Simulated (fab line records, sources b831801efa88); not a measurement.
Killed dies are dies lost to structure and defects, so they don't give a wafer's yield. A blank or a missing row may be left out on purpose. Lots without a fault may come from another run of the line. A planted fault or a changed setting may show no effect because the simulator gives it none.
fab line records | flow sky130
record lots=5 wafers=15 last_day=51
route steps=708 shown LDD_LDN@295 SPACER@304 POLY_CUT@307 SD_P@320
lots that met no fault: from a run of the same line without faults
start_h: hours from the record's first day to the start of the lot's first wafer shown | wait_h: hours since the lot's step before | " the same as in the row above | L1.1+2: a row that stands for several wafers | - no value, or no start given | * or withheld: withheld | < > ~ a bound
route shown NAME@n: a module of which the file shows steps, and the number in the route of the first | usual: mean/standard deviation of fault-free wafers | same: alike in all rows | chamber/n: place in a boat | sites: the reading at each site | _std_site: their standard deviation | _edge_site: outer sites' mean less inner sites' | radius_mm: how far each site lies from the wafer's centre | mask NAME#n: copy n | behind: the tool/chamber that last shaped the wafer | hold: why the lot was held/for how many hours/how that ended | device: the transistor (n, p or np) that didn't switch | end of line: the same wafers' tests at the end of the route | a step without rows: its recipe alone | killed: dies lost to structure and defects at the first sort, not the wafer's yield | map: a wafer's dies, x killed, . not, _ none there
set.NAME: the setting as run; set.NAME@STEP: as run at that earlier step | model.NAME: the simulator's own value behind a step, which no gauge read
lots at some steps of the route; a table a step, a row a wafer
services: from which hour (start_h, from the record's first day; less than 0 if before it) a tool's chamber was out of use, for how many hours, and why
## steps
# step SKY_LDD_LDN_DEVELOP_06
# recipe resist=NOVOLAK developer=TMAH develop_time_s=60 dev_temp_c=23
# usual developer_temp_C=23.02/0.11
# columns lot.wafer tool chamber start_h wait_h developer_temp_C
L075.2 litho_track-01 0 568.88 0.1 22.91
L075.5 " 0 " " 23.16
L075.6 " 0 " " 22.97
L078.1 litho_track-01 0 605.80 0.1 22.97
L078.2 " 0 " " 22.94
L078.3 " 0 " " 22.93
L089.2 litho_track-03 0 686.21 0.1 23.07
L089.3 " 0 " " 22.99
L089.4 " 0 " " 23.03
L091.1 litho_track-01 0 700.21 0.1 23.14
L091.4 " 0 " " 22.97
L091.5 " 0 " " 23.14
L094.3 litho_track-01 0 721.66 0.1 22.87
L094.4 " 0 " " 22.95
L094.5 " 0 " " 22.99
# step SKY_LDD_LDN_OVL_MEAS_07
# usual LDD_LDN_OVL=-0.1/1.5
# columns lot.wafer tool chamber start_h wait_h LDD_LDN_OVL[nm]
L075.2 overlay-02 - 569.01 0.1 -2.1
L075.5 " - " " -0.8
L075.6 " - " " -0.3
L078.1 overlay-02 - 605.95 0.1 -1.4
L078.2 " - " " 0.5
L078.3 " - " " -2.5
L089.2 overlay-01 - 686.34 0.1 -0.8
L089.3 " - " " -0.6
L089.4 " - " " -1.0
L091.1 overlay-01 - 700.36 0.1 -1.2
L091.4 " - " " -0.4
L091.5 " - " " 0.1
L094.3 overlay-01 - 721.77 0.1 -0.2
L094.4 " - " " 0.4
L094.5 " - " " -1.4
# step SKY_LDD_LDN_IMPLANT_08
# recipe species=As energy_kev=15 dose_cm2=1.25e+13 tilt_deg=withheld rotation_deg=23
# usual rotation_deg=22.998/0.021
# same implant_ion_amu=75
# columns lot.wafer tool chamber start_h wait_h rotation_deg
L075.2 implanter-01 0 569.07 0.0 22.985
L075.5 " 0 " " 22.976
L075.6 " 0 " " 22.974
L078.1 implanter-01 0 605.99 0.0 22.999
L078.2 " 0 " " 23.001
L078.3 " 0 " " 23.001
L089.2 implanter-03 0 686.39 0.0 22.979
L089.3 " 0 " " 22.971
L089.4 " 0 " " 22.987
L091.1 implanter-01 0 700.39 0.0 22.977
L091.4 " 0 " " 23.020
L091.5 " 0 " " 22.992
L094.3 implanter-04 0 721.84 0.1 22.993
L094.4 " 0 " " 22.965
L094.5 " 0 " " 23.002
# step SKY_LDD_LDN_IMPLANT_09
# recipe species=As energy_kev=15 dose_cm2=1.25e+13 tilt_deg=withheld rotation_deg=113
# usual rotation_deg=113.00/0.027
# same implant_ion_amu=75
# columns lot.wafer tool chamber start_h wait_h rotation_deg
L075.2 implanter-01 0 569.22 0.1 112.96
L075.5 " 0 " " 113.04
L075.6 " 0 " " 112.99
L078.1 implanter-01 0 606.14 0.1 112.99
L078.2 " 0 " " 112.99
L078.3 " 0 " " 112.98
L089.2 implanter-03 0 686.54 0.1 112.98
L089.3 " 0 " " 112.97
L089.4 " 0 " " 112.94
L091.1 implanter-01 0 700.54 0.1 113.02
L091.4 " 0 " " 112.97
L091.5 " 0 " " 112.99
L094.3 implanter-04 0 721.99 0.1 112.99
L094.4 " 0 " " 112.99
L094.5 " 0 " " 113.02
# step SKY_LDD_LDN_IMPLANT_10
# recipe species=As energy_kev=15 dose_cm2=1.25e+13 tilt_deg=withheld rotation_deg=203
# usual rotation_deg=203.00/0.036
# same implant_ion_amu=75
# columns lot.wafer tool chamber start_h wait_h rotation_deg
L075.2 implanter-01 0 569.37 0.1 202.97
L075.5 " 0 " " 203.05
L075.6 " 0 " " 203.00
L078.1 implanter-01 0 606.29 0.1 203.06
L078.2 " 0 " " 203.02
L078.3 " 0 " " 202.95
L089.2 implanter-03 0 686.69 0.1 202.97
L089.3 " 0 " " 203.00
L089.4 " 0 " " 202.95
L091.1 implanter-01 0 700.69 0.1 202.96
L091.4 " 0 " " 202.98
L091.5 " 0 " " 203.04
L094.3 implanter-04 0 722.14 0.1 202.99
L094.4 " 0 " " 203.01
L094.5 " 0 " " 203.01
# step SKY_LDD_LDN_IMPLANT_11
# recipe species=As energy_kev=15 dose_cm2=1.25e+13 tilt_deg=withheld rotation_deg=293
# usual rotation_deg=293.00/0.055
# same implant_ion_amu=75
# columns lot.wafer tool chamber start_h wait_h rotation_deg
L075.2 implanter-01 0 569.52 0.1 292.94
L075.5 " 0 " " 293.06
L075.6 " 0 " " 293.05
L078.1 implanter-01 0 606.44 0.1 292.86
L078.2 " 0 " " 293.01
L078.3 " 0 " " 292.93
L089.2 implanter-03 0 686.84 0.1 293.05
L089.3 " 0 " " 292.98
L089.4 " 0 " " 292.98
L091.1 implanter-01 0 700.84 0.1 292.95
L091.4 " 0 " " 292.96
L091.5 " 0 " " 293.04
L094.3 implanter-04 0 722.29 0.1 292.95
L094.4 " 0 " " 292.96
L094.5 " 0 " " 293.08
# step SKY_LDD_LDN_STRIP_12
# recipe chemistry=O2/N2 power_w=1400 pressure_mtorr=1500 platen_temp_c=withheld o2_flow_sccm=3000 n2_flow_sccm=300 overash_fraction=0.5
# usual drypump_motor_current_A=5.9/0.64 oes_product_au=0.716/0.0046 strip_time_to_endpoint_s=14.14/0.038
# columns lot.wafer tool chamber start_h wait_h drypump_motor_current_A oes_product_au rf_hours_counter_h strip_time_to_endpoint_s
L075.2 plasma_asher-02 1 569.64 0.1 6.6 0.716 44 14.23
L075.5 " 0 " " 4.8 0.718 - 14.24
L075.6 " 1 " " 6.7 0.720 - 14.21
L078.1 plasma_asher-01 0 606.59 0.1 5.8 0.714 91 14.17
L078.2 " 1 " " 6.6 0.731 91 14.14
L078.3 " 1 " " 6.6 0.714 - 14.16
L089.2 plasma_asher-01 1 686.97 0.1 6.6 0.713 99 14.15
L089.3 " 1 " " 6.6 0.716 - 14.09
L089.4 " 0 " " 5.7 0.713 - 14.13
L091.1 plasma_asher-04 1 700.99 0.1 5.4 0.714 27 14.14
L091.4 " 1 " " 5.4 0.718 - 14.18
L091.5 " 0 " " 5.8 0.722 - 14.20
L094.3 plasma_asher-02 0 722.42 0.1 4.8 0.708 - 14.10
L094.4 " 1 " " 6.6 0.720 - 14.11
L094.5 " 0 " " 4.8 0.725 - 14.15
# step SKY_LDD_LDN_TW_MEAS_13
# usual LDD_LDN_TW=1478/9.5
# columns lot.wafer tool chamber start_h wait_h LDD_LDN_TW
L075.2 film_metro-01 - 569.77 0.1 1474
L075.5 " - " " 1473
L075.6 " - " " 1475
L078.1 film_metro-02 - 606.69 0.1 1487
L078.2 " - " " 1490
L078.3 " - " " 1488
L089.2 film_metro-03 - 687.08 0.1 1476
L089.3 " - " " 1473
L089.4 " - " " 1478
L091.1 film_metro-01 - 701.09 0.1 1468
L091.4 " - " " 1482
L091.5 " - " " 1468
L094.3 film_metro-02 - 722.51 0.1 1486
L094.4 " - " " 1493
L094.5 " - " " 1478
# step SKY_LDD_LDN_CLEAN_14
# recipe chemistry=SC1/SC2 mix=1:4:20 temp_c=70 time_s=150 dry=n2_spin
# usual temp_c=70.04/0.14
# columns lot.wafer tool chamber start_h wait_h temp_c
L075.2 wet_bench-03 1 569.82 0.0 69.90
L075.5 " 1 " " 69.69
L075.6 " 1 " " 69.75
L078.1 wet_bench-04 3 606.75 0.1 69.88
L078.2 " 3 " " 69.91
L078.3 " 3 " " 69.78
L089.2 wet_bench-01 0 687.13 0.0 70.19
L089.3 " 0 " " 69.99
L089.4 " 0 " " 70.07
L091.1 wet_bench-03 1 701.15 0.1 69.98
L091.4 " 1 " " 69.89
L091.5 " 1 " " 69.99
L094.3 wet_bench-01 1 722.55 0.0 70.20
L094.4 " 1 " " 70.01
L094.5 " 1 " " 69.81
# step SKY_SPACER_CVD_00
# recipe material=Si3N4 precursor=DCS/NH3 target_thk_nm=43.1 temp_c=770 time_s=740 pressure_mtorr=250
# usual spike_tc_top_C=785.2/1.8
# columns lot.wafer tool chamber start_h wait_h spike_tc_top_C
L075.2 lpcvd-02 1 569.87 0.0 785.4
L075.5 " 1 " " 787.2
L075.6 " 1 " " 785.1
L078.1 lpcvd-02 0 606.81 0.0 785.2
L078.2 " 0 " " 784.8
L078.3 " 0 " " 782.9
L089.2 lpcvd-02 1 688.16 1.0 786.2
L089.3 " 1 " " 787.8
L089.4 " 1 " " 786.7
L091.1 lpcvd-02 0 701.72 0.5 782.1
L091.4 " 0 " " 783.2
L091.5 " 0 " " 783.9
L094.3 lpcvd-02 1 722.60 0.0 786.1
L094.4 " 1 " " 786.6
L094.5 " 1 " " 785.0
# step SKY_SPACER_THK_MEAS_01
# recipe reads=Si3N4_of_SPACER_CVD_00
# usual SPACER_CVD_00_THK=42.8/0.43
# columns lot.wafer tool chamber start_h wait_h SPACER_CVD_00_THK[nm]
L075.2 film_metro-02 - 571.09 0.0 42.7
L075.5 " - " " 42.9
L075.6 " - " " 42.8
L078.1 film_metro-04 - 608.02 0.0 42.7
L078.2 " - " " 43.2
L078.3 " - " " 43.0
L089.2 film_metro-04 - 689.37 0.0 42.2
L089.3 " - " " 42.3
L089.4 " - " " 42.1
L091.1 film_metro-02 - 702.92 0.0 42.9
L091.4 " - " " 43.4
L091.5 " - " " 42.8
L094.3 film_metro-02 - 723.83 0.0 42.8
L094.4 " - " " 42.9
L094.5 " - " " 42.4
# step SKY_SPACER_ETCHBACK_02
# recipe chemistry=CH3F/O2 target=Si3N4 stop_on=SiO2 source_w=400 bias_w=80 pressure_mtorr=25 ch3f_flow_sccm=40 O2_flow_sccm=30 time_s=46.7 target_depth_a=450
# usual drypump_motor_current_A=5.7/0.6 oes_product_au=0.852/0.0067 throttle_valve_pct=10.563/0.0091
# columns lot.wafer tool chamber start_h wait_h drypump_motor_current_A oes_product_au rf_hours_counter_h throttle_valve_pct
L075.2 rie_diel-03 1 571.14 0.0 6.6 0.846 49 10.562
L075.5 " 0 " " 4.8 0.849 - 10.559
L075.6 " 1 " " 6.6 0.851 - 10.577
L078.1 rie_diel-01 0 608.08 0.1 5.8 0.850 8 10.572
L078.2 " 1 " " 4.9 0.860 45 10.556
L078.3 " 2 " " 5.9 0.855 41 10.572
L089.2 rie_diel-03 0 689.42 0.0 4.8 0.843 1 10.554
L089.3 " 2 " " 5.8 0.843 17 10.557
L089.4 " 1 " " 6.6 0.839 51 10.561
L091.1 rie_diel-01 1 702.98 0.1 4.9 0.850 47 10.580
L091.4 " 2 " " 5.9 0.851 44 10.576
L091.5 " 2 " " 5.9 0.854 - 10.554
L094.3 rie_diel-03 3 723.87 0.0 6.3 0.845 18 10.563
L094.4 " 2 " " 5.8 0.853 17 10.559
L094.5 " 2 " " 5.9 0.853 - 10.580
# step SKY_POLY_CUT_DEHYDRATE_00
# recipe temp_c=200 time_s=60
# usual plate_temp_C=200.00/0.17
# columns lot.wafer tool chamber start_h wait_h plate_temp_C
L075.2 litho_track-02 0 585.32 14.2 199.81
L075.5 " 0 " " 200.20
L075.6 " 0 " " 200.09
L078.1 litho_track-01 0 622.30 14.2 200.05
L078.2 " 0 " " 200.13
L078.3 " 0 " " 200.04
L089.2 litho_track-03 0 702.06 12.6 199.82
L089.3 " 0 " " 199.75
L089.4 " 0 " " 200.17
L091.1 litho_track-02 0 717.10 14.1 200.13
L091.4 " 0 " " 200.10
L091.5 " 0 " " 200.16
L094.3 litho_track-02 0 736.20 12.3 199.86
L094.4 " 0 " " 200.14
L094.5 " 0 " " 199.76
# step SKY_POLY_CUT_HMDS_01
# recipe prime_time_s=60 prime_temp_c=120
# columns lot.wafer tool chamber start_h wait_h
L075.2+5+6 litho_track-02 0 585.47 0.1
L078.1+2+3 litho_track-01 0 622.45 0.1
L089.2+3+4 litho_track-03 0 702.21 0.1
L091.1+4+5 litho_track-02 0 717.25 0.1
L094.3+4+5 litho_track-02 0 736.35 0.1
# step SKY_POLY_CUT_COAT_02
# recipe resist=BARC temp_c=withheld time_s=withheld spin_rpm=3000 resist_thk_nm=60
# usual spin_speed_rpm=3000.0/2.4
# columns lot.wafer tool chamber start_h wait_h spin_speed_rpm
L075.2 litho_track-02 0 585.62 0.1 3001.6
L075.5 " 0 " " 2998.6
L075.6 " 0 " " 2998.3
L078.1 litho_track-01 0 622.60 0.1 3002.2
L078.2 " 0 " " 3000.3
L078.3 " 0 " " 2996.5
L089.2 litho_track-03 0 702.36 0.1 3003.9
L089.3 " 0 " " 2996.4
L089.4 " 0 " " 2999.8
L091.1 litho_track-02 0 717.40 0.1 3003.7
L091.4 " 0 " " 3000.4
L091.5 " 0 " " 2998.9
L094.3 litho_track-02 0 736.50 0.1 3002.5
L094.4 " 0 " " 2999.6
L094.5 " 0 " " 2999.5
# step SKY_POLY_CUT_COAT_03
# recipe resist=KrF-thick spin_rpm=3000 resist_thk_nm=450
# usual spin_speed_rpm=2999.8/2.3
# columns lot.wafer tool chamber start_h wait_h spin_speed_rpm
L075.2 litho_track-02 0 - - 3002.5
L075.5 " 0 " " 3005.3
L075.6 " 0 " " 2999.8
L078.1 litho_track-01 0 - - 3003.0
L078.2 " 0 " " 2997.4
L078.3 " 0 " " 3002.0
L089.2 litho_track-03 0 - - 2998.6
L089.3 " 0 " " 2998.5
L089.4 " 0 " " 3000.6
L091.1 litho_track-02 0 - - 3003.2
L091.4 " 0 " " 3001.2
L091.5 " 0 " " 2999.6
L094.3 litho_track-02 0 - - 3001.0
L094.4 " 0 " " 3000.9
L094.5 " 0 " " 3001.1
# step SKY_POLY_CUT_SOFTBAKE_04
# recipe temp_c=100 time_s=90 resist=KrF-thick
# usual plate_temp_C=99.98/0.13
# columns lot.wafer tool chamber start_h wait_h plate_temp_C
L075.2 litho_track-02 0 - - 99.82
L075.5 " 0 " " 99.97
L075.6 " 0 " " 100.12
L078.1 litho_track-01 0 - - 99.81
L078.2 " 0 " " 99.78
L078.3 " 0 " " 99.87
L089.2 litho_track-03 0 - - 100.09
L089.3 " 0 " " 99.98
L089.4 " 0 " " 99.89
L091.1 litho_track-02 0 - - 100.25
L091.4 " 0 " " 99.88
L091.5 " 0 " " 99.85
L094.3 litho_track-02 0 - - 100.05
L094.4 " 0 " " 100.07
L094.5 " 0 " " 100.06
# step SKY_POLY_CUT_EXPOSE_05
# recipe mask_id=NPCM na=0.8 source_shape=annular sigma_inner=0.55 sigma_outer=0.85 target_cd_nm=270 dose_mj=32
# columns lot.wafer tool chamber start_h wait_h mask
L075.2+5+6 krf_scanner-02 0 - - NPCM#0
L078.1+2+3 krf_scanner-02 0 - - NPCM#0
L089.2+3+4 krf_scanner-01 0 - - NPCM#0
L091.1+4+5 krf_scanner-02 0 - - NPCM#0
L094.3+4+5 krf_scanner-02 0 - - NPCM#0
# step SKY_POLY_CUT_PEB_06
# recipe peb_temp_c=withheld peb_time_s=withheld resist=KrF-thick
# columns lot.wafer tool chamber start_h wait_h
L075.2+5+6 litho_track-02 0 - -
L078.1+2+3 litho_track-01 0 - -
L089.2+3+4 litho_track-01 0 - -
L091.1+4+5 litho_track-03 0 - -
L094.3+4+5 litho_track-01 0 - -
# step SKY_POLY_CUT_DEVELOP_07
# recipe develop_time_s=60 resist=KrF-thick dev_temp_c=21
# usual developer_temp_C=21.02/0.11
# columns lot.wafer tool chamber start_h wait_h developer_temp_C
L075.2 litho_track-02 0 - - 21.12
L075.5 " 0 " " 21.03
L075.6 " 0 " " 21.01
L078.1 litho_track-01 0 - - 20.96
L078.2 " 0 " " 21.06
L078.3 " 0 " " 21.18
L089.2 litho_track-01 0 - - 20.91
L089.3 " 0 " " 21.13
L089.4 " 0 " " 20.99
L091.1 litho_track-03 0 - - 21.06
L091.4 " 0 " " 21.06
L091.5 " 0 " " 21.21
L094.3 litho_track-01 0 - - 21.05
L094.4 " 0 " " 21.01
L094.5 " 0 " " 21.18
# step SKY_POLY_CUT_CD_MEAS_08
# recipe target_cd_nm=270
# usual cd_nm=269.7/1.4
# columns lot.wafer tool chamber start_h wait_h cd_nm
L075.2 cd_sem-01 - 601.32 - 271.7
L075.5 " - " " 271.2
L075.6 " - " " 272.0
L078.1 cd_sem-01 - 637.55 - 270.6
L078.2 " - " " 270.7
L078.3 " - " " 269.5
L089.2 cd_sem-02 - 717.63 - 269.9
L089.3 " - " " 269.5
L089.4 " - " " 270.6
L091.1 cd_sem-02 - 731.02 - 271.8
L091.4 " - " " 270.1
L091.5 " - " " 269.3
L094.3 cd_sem-02 - 752.10 - 268.1
L094.4 " - " " 267.4
L094.5 " - " " 267.9
# step SKY_POLY_CUT_OVL_MEAS_09
# usual POLY_CUT_OVL=0/5.4
# columns lot.wafer tool chamber start_h wait_h POLY_CUT_OVL[nm]
L075.2 overlay-02 - 601.42 0.1 0
L075.5 " - " " 1
L075.6 " - " " -3
L078.1 overlay-02 - 637.67 0.1 -4
L078.2 " - " " -11
L078.3 " - " " 1
L089.2 overlay-01 - 717.73 0.1 3
L089.3 " - " " 6
L089.4 " - " " -8
L091.1 overlay-02 - 731.14 0.1 3
L091.4 " - " " 7
L091.5 " - " " -1
L094.3 overlay-02 - 752.19 0.1 2
L094.4 " - " " 6
L094.5 " - " " 2
# step SKY_POLY_CUT_ETCH_10
# recipe chemistry=N2/H2 target=BARC ion_energy_ev=200 source_w=500 bias_w=100 pressure_mtorr=30 n2_flow_sccm=100 h2_flow_sccm=200 stop_on=SiO2 time_s=45.9 target_depth_a=600
# usual drypump_motor_current_A=5.7/0.58 oes_product_au=0.854/0.0044 throttle_valve_pct=13.226/0.0094
# columns lot.wafer tool chamber start_h wait_h drypump_motor_current_A oes_product_au rf_hours_counter_h throttle_valve_pct
L075.2 rie_diel-03 1 601.45 0.0 6.6 0.854 49 13.223
L075.5 " 0 " " 4.8 0.856 - 13.227
L075.6 " 1 " " 6.6 0.852 - 13.216
L078.1 rie_diel-04 2 637.71 0.0 5.9 0.859 47 13.234
L078.2 " 0 " " 5.7 0.859 18 13.214
L078.3 " 1 " " 5.3 0.851 5 13.226
L089.2 rie_diel-03 1 717.76 0.0 6.6 0.842 52 13.230
L089.3 " 0 " " 4.8 0.856 2 13.228
L089.4 " 3 " " 6.4 0.853 18 13.222
L091.1 rie_diel-03 2 731.18 0.0 5.9 0.852 18 13.226
L091.4 " 0 " " 4.8 0.868 - 13.233
L091.5 " 2 " " 5.9 0.851 - 13.226
L094.3 rie_diel-02 1 752.21 0.0 4.9 0.855 5 13.234
L094.4 " 0 " " 5.3 0.856 - 13.231
L094.5 " 1 " " 4.9 0.856 - 13.208
# step SKY_POLY_CUT_ETCH_11
# recipe target=Si3N4 chemistry=CF4/CH2F2/Ar stop_on=poly-Si source_w=600 bias_w=150 pressure_mtorr=40 cf4_flow_sccm=40 ch2f2_flow_sccm=20 Ar_flow_sccm=150 time_s=42.5 target_depth_a=600
# usual drypump_motor_current_A=5.7/0.58 oes_product_au=0.826/0.0067 throttle_valve_pct=14.994/0.0084
# columns lot.wafer tool chamber start_h wait_h drypump_motor_current_A oes_product_au rf_hours_counter_h throttle_valve_pct
L075.2 rie_diel-03 1 601.50 0.0 6.6 0.836 49 14.995
L075.5 " 0 " " 4.8 0.826 - 14.987
L075.6 " 1 " " 6.6 0.833 - 15.005
L078.1 rie_diel-04 2 637.75 0.0 5.9 0.832 47 14.990
L078.2 " 0 " " 5.7 0.829 18 14.987
L078.3 " 1 " " 5.3 0.832 5 15.001
L089.2 rie_diel-03 1 717.80 0.0 6.6 0.828 52 14.994
L089.3 " 0 " " 4.8 0.836 2 14.990
L089.4 " 3 " " 6.3 0.830 18 14.990
L091.1 rie_diel-03 2 731.22 0.0 5.8 0.825 18 14.982
L091.4 " 0 " " 4.7 0.833 - 15.004
L091.5 " 2 " " 5.8 0.823 - 14.996
L094.3 rie_diel-02 1 752.25 0.0 4.9 0.831 5 15.018
L094.4 " 0 " " 5.3 0.830 - 14.983
L094.5 " 1 " " 4.9 0.825 - 15.008
# step SKY_POLY_CUT_STRIP_12
# recipe chemistry=O2/N2 power_w=1400 pressure_mtorr=1500 platen_temp_c=withheld o2_flow_sccm=3000 n2_flow_sccm=300 overash_fraction=0.5
# usual drypump_motor_current_A=5.7/0.64 oes_product_au=0.452/0.0041 strip_time_to_endpoint_s=5.351/0.017
# columns lot.wafer tool chamber start_h wait_h drypump_motor_current_A oes_product_au rf_hours_counter_h strip_time_to_endpoint_s
L075.2 plasma_asher-02 0 601.54 0.0 4.8 0.448 47 5.347
L075.5 " 0 " " 4.8 0.457 - 5.340
L075.6 " 1 " " 6.6 0.454 - 5.340
L078.1 plasma_asher-01 1 637.79 0.0 6.6 0.451 94 5.350
L078.2 " 0 " " 5.8 0.451 94 5.340
L078.3 " 0 " " 5.8 0.453 - 5.346
L089.2 plasma_asher-03 0 717.84 0.0 5.7 0.452 88 5.332
L089.3 " 0 " " 5.8 0.447 - 5.338
L089.4 " 1 " " 5.1 0.454 - 5.352
L091.1 plasma_asher-03 1 731.26 0.0 5.1 0.453 89 5.364
L091.4 " 1 " " 5.1 0.449 - 5.362
L091.5 " 0 " " 5.8 0.454 - 5.399
L094.3 plasma_asher-01 1 752.33 0.1 6.6 0.451 - 5.356
L094.4 " 0 " " 5.8 0.452 - 5.361
L094.5 " 0 " " 5.8 0.449 - 5.353
# step SKY_SD_P_DEHYDRATE_00
# recipe temp_c=200 time_s=60
# usual plate_temp_C=200.02/0.15
# columns lot.wafer tool chamber start_h wait_h plate_temp_C
L075.2 litho_track-02 0 614.67 13.1 199.94
L075.5 " 0 " " 200.14
L075.6 " 0 " " 200.03
L078.1 litho_track-04 0 651.50 13.7 200.24
L078.2 " 0 " " 200.42
L078.3 " 0 " " 200.22
L089.2 litho_track-02 0 730.47 12.6 200.06
L089.3 " 0 " " 200.17
L089.4 " 0 " " 199.95
L091.1 litho_track-03 0 745.13 13.8 199.95
L091.4 " 0 " " 199.98
L091.5 " 0 " " 199.95
L094.3 litho_track-04 0 764.15 11.8 199.99
L094.4 " 0 " " 199.88
L094.5 " 0 " " 199.93
# step SKY_SD_P_HMDS_01
# recipe prime_time_s=60 prime_temp_c=120
# columns lot.wafer tool chamber start_h wait_h
L075.2+5+6 litho_track-02 0 614.82 0.1
L078.1+2+3 litho_track-04 0 651.65 0.1
L089.2+3+4 litho_track-02 0 730.62 0.1
L091.1+4+5 litho_track-03 0 745.28 0.1
L094.3+4+5 litho_track-04 0 764.30 0.1
# step SKY_SD_P_COAT_02
# recipe resist=NOVOLAK spin_rpm=3000 resist_thk_nm=1140
# usual spin_speed_rpm=3000.2/2.1
# columns lot.wafer tool chamber start_h wait_h spin_speed_rpm
L075.2 litho_track-02 0 614.97 0.1 3001.3
L075.5 " 0 " " 3001.4
L075.6 " 0 " " 3001.1
L078.1 litho_track-04 0 651.80 0.1 3001.5
L078.2 " 0 " " 2997.8
L078.3 " 0 " " 3001.0
L089.2 litho_track-02 0 730.77 0.1 2998.1
L089.3 " 0 " " 3000.4
L089.4 " 0 " " 2999.6
L091.1 litho_track-03 0 745.43 0.1 3006.3
L091.4 " 0 " " 3000.3
L091.5 " 0 " " 3000.9
L094.3 litho_track-04 0 764.45 0.1 3002.7
L094.4 " 0 " " 2998.5
L094.5 " 0 " " 3002.3
# step SKY_SD_P_SOFTBAKE_03
# recipe temp_c=90 time_s=60 resist=NOVOLAK
# usual plate_temp_C=89.96/0.12
# columns lot.wafer tool chamber start_h wait_h plate_temp_C
L075.2 litho_track-02 0 615.12 0.1 90.00
L075.5 " 0 " " 90.10
L075.6 " 0 " " 90.10
L078.1 litho_track-04 0 651.95 0.1 90.12
L078.2 " 0 " " 90.30
L078.3 " 0 " " 90.18
L089.2 litho_track-02 0 730.92 0.1 89.89
L089.3 " 0 " " 89.80
L089.4 " 0 " " 89.66
L091.1 litho_track-03 0 745.58 0.1 90.06
L091.4 " 0 " " 90.08
L091.5 " 0 " " 89.92
L094.3 litho_track-04 0 764.60 0.1 90.15
L094.4 " 0 " " 89.90
L094.5 " 0 " " 89.98
# step SKY_SD_P_EXPOSE_04
# recipe mask_id=PSDM na=0.6 source_shape=conventional sigma_outer=0.6 polarization=unpolarized target_cd_nm=380 dose_mj=138
# columns lot.wafer tool chamber start_h wait_h mask
L075.2+5+6 iline_stepper-01 0 - - PSDM#0
L078.1+2+3 iline_stepper-02 0 - - PSDM#0
L089.2+3+4 iline_stepper-02 0 - - PSDM#0
L091.1+4+5 iline_stepper-02 0 - - PSDM#0
L094.3+4+5 iline_stepper-01 0 - - PSDM#0
# step SKY_SD_P_PEB_05
# recipe temp_c=withheld time_s=* resist=NOVOLAK
# columns lot.wafer tool chamber start_h wait_h
L075.2+5+6 litho_track-04 0 - -
L078.1+2+3 litho_track-04 0 - -
L089.2+3+4 litho_track-02 0 - -
L091.1+4+5 litho_track-03 0 - -
L094.3+4+5 litho_track-04 0 - -
# step SKY_SD_P_DEVELOP_06
# recipe resist=NOVOLAK developer=TMAH develop_time_s=59.22 dev_temp_c=23
# usual developer_temp_C=23.02/0.11
# columns lot.wafer tool chamber start_h wait_h developer_temp_C
L075.2 litho_track-04 0 630.67 0.1 23.01
L075.5 " 0 " " 23.10
L075.6 " 0 " " 23.01
L078.1 litho_track-04 0 666.50 0.1 23.17
L078.2 " 0 " " 23.17
L078.3 " 0 " " 23.18
L089.2 litho_track-02 0 745.17 0.1 23.02
L089.3 " 0 " " 22.99
L089.4 " 0 " " 23.16
L091.1 litho_track-03 0 758.78 0.1 22.98
L091.4 " 0 " " 23.03
L091.5 " 0 " " 23.04
L094.3 litho_track-04 0 778.85 0.1 23.04
L094.4 " 0 " " 23.01
L094.5 " 0 " " 22.89
# step SKY_SD_P_CD_MEAS_07
# recipe target_cd_nm=380
# usual cd_nm=379.8/2.2
# columns lot.wafer tool chamber start_h wait_h cd_nm
L075.2 cd_sem-02 - 630.82 0.1 379.7
L075.5 " - " " 379.6
L075.6 " - " " 378.9
L078.1 cd_sem-02 - 666.65 0.1 380.0
L078.2 " - " " 380.9
L078.3 " - " " 377.6
L089.2 cd_sem-01 - 745.32 0.1 377.1
L089.3 " - " " 378.7
L089.4 " - " " 378.5
L091.1 cd_sem-01 - 758.93 0.1 379.8
L091.4 " - " " 380.0
L091.5 " - " " 382.9
L094.3 cd_sem-01 - 778.99 0.1 381.2
L094.4 " - " " 380.6
L094.5 " - " " 382.0
# step SKY_SD_P_OVL_MEAS_08
# usual SD_P_OVL=-0.1/1.5
# columns lot.wafer tool chamber start_h wait_h SD_P_OVL[nm]
L075.2 overlay-01 - 630.93 0.1 -0.9
L075.5 " - " " 0.3
L075.6 " - " " 0.4
L078.1 overlay-01 - 666.77 0.1 -2.4
L078.2 " - " " -2.1
L078.3 " - " " -2.0
L089.2 overlay-02 - 745.42 0.1 2.3
L089.3 " - " " 0.2
L089.4 " - " " 0.9
L091.1 overlay-01 - 759.05 0.1 -0.5
L091.4 " - " " -0.5
L091.5 " - " " -1.3
L094.3 overlay-01 - 779.08 0.1 0.2
L094.4 " - " " 0.7
L094.5 " - " " -1.7
# step SKY_SD_P_IMPLANT_09
# recipe species=BF2 energy_kev=20 dose_cm2=3e+15 tilt_deg=0
# usual tilt_deg=-0.005/0.017
# same implant_ion_amu=49
# columns lot.wafer tool chamber start_h wait_h tilt_deg
L075.2 implanter-02 0 630.98 0.0 0.007
L075.5 " 0 " " 0.023
L075.6 " 0 " " -0.017
L078.1 implanter-01 0 666.81 0.0 0.004
L078.2 " 0 " " 0.010
L078.3 " 0 " " 0.004
L089.2 implanter-04 0 745.48 0.0 -0.007
L089.3 " 0 " " 0.017
L089.4 " 0 " " 0.004
L091.1 implanter-02 0 759.09 0.0 0.017
L091.4 " 0 " " -0.051
L091.5 " 0 " " -0.014
L094.3 implanter-01 0 779.16 0.1 -0.030
L094.4 " 0 " " -0.040
L094.5 " 0 " " -0.006
## services
# columns tool chamber start_h hours kind
implanter-03 - 561.08 0.7 repair
krf_scanner-02 - 563.04 1.3 pm
krf_scanner-02 - 566.98 0.2 repair
implanter-01 - 570.36 3.7 pm
implanter-01 - 575.26 0.9 repair
krf_scanner-02 - 576.17 9.8 repair
plasma_asher-01 - 591.90 14.6 pm
implanter-01 - 602.65 3.0 repair
iline_stepper-02 - 611.18 4.4 pm
implanter-04 - 624.61 4.5 repair
rie_diel-03 1 653.15 2.4 repair
krf_scanner-02 - 657.28 2.4 repair
krf_scanner-02 - 658.39 7.3 repair
krf_scanner-02 - 665.73 1.0 pm
implanter-04 - 668.54 5.5 repair
implanter-01 - 681.09 4.8 pm
krf_scanner-02 - 698.75 0.5 repair
rie_diel-03 1 704.78 4.5 repair
krf_scanner-02 - 707.01 0.8 pm
implanter-03 - 707.28 5.4 pm
implanter-03 - 714.12 5.4 repair
plasma_asher-01 - 733.81 9.0 pm
krf_scanner-02 - 738.94 1.3 pm
implanter-03 - 766.93 4.3 repair
## key
fault none
